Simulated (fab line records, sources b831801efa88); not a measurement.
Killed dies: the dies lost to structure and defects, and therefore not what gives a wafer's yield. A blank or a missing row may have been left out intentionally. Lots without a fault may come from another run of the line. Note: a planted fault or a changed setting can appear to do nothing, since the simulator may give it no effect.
Chamber matching ; flow gf180mcu ; 4 sister chambers for GF_CONTACT_CMP_04 on cmp-02
The step polishes SiO2. 16 wafers are shown with their chamber, then 8 later ones without.

## WAFERS, EACH WITH ITS CHAMBER
wafer;chamber;motorCurrentA (A);timeToEndpointS (s);retainingRingPressureFrac
L719.1;3;11.2;102;1.002
L719.4;0;13.5;122;0.995
L719.6;1;11.1;110;1.002
L721.1;3;11.6;100;0.999
L721.2;2;10.4;109;0.992
L721.5;2;10.4;117;0.994
L724.3;0;14.3;119;1.007
L724.4;2;10.8;113;1.007
L724.6;2;10.2;122;0.995
L726.1;1;10.7;114;1.003
L726.2;2;10.0;110;0.998
L726.4;3;12.2;110;1.001
L730.2;2;10.4;110;1.000
L730.3;3;12.1;98;1.001
L730.4;0;13.9;113;1.001
L734.1;0;14.1;109;1.003

SIGNATURES (averages over the wafers above)
reading;chamber 0;chamber 1;chamber 2;chamber 3;scatter within a chamber
motorCurrentA;13.950;10.900;10.367;11.775;0.345
timeToEndpointS;115.75;112.00;113.50;102.50;5.19
retainingRingPressureFrac;1.00150;1.00250;0.99767;1.00075;0.00434
Rule: distance of a wafer from a chamber = root of the sum over the readings of ((wafer's reading minus chamber's mean) / reading's scatter) squared. If the next closest chamber is less than 2 further off than the closest, the wafer can't be placed; otherwise it belongs to the closest. The scatter: the root of (the sum of the squares of (reading less its chamber's mean) over the shown wafers, divided by (wafers less chambers)).

## WAFERS WHOSE CHAMBER IS MISSING
wafer;motorCurrentA (A);timeToEndpointS (s);retainingRingPressureFrac
L734.2;11.1;99;0.998
L734.3;12.1;98;1.002
L739.1;11.0;102;0.994
L739.2;12.1;104;0.996
L739.6;10.6;113;1.004
L741.1;13.1;114;1.003
L741.3;10.7;98;1.009
L741.5;9.9;113;0.999

## EACH ONE'S CHAMBER
wafer;from the rows above;in truth
L734.2;can't be placed: 3 or 1 or 2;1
L734.3;3;3
L739.1;can't be placed: 3 or 1 or 2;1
L739.2;3;3
L739.6;can't be placed: 1 or 2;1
L741.1;can't be placed: 0 or 3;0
L741.3;can't be placed: 1 or 3 or 2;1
L741.5;can't be placed: 2 or 1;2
Correctly placed: 2 of 8. Not placeable from these rows: 6 (in 6, the candidates include the true chamber). 0 placed wrongly.
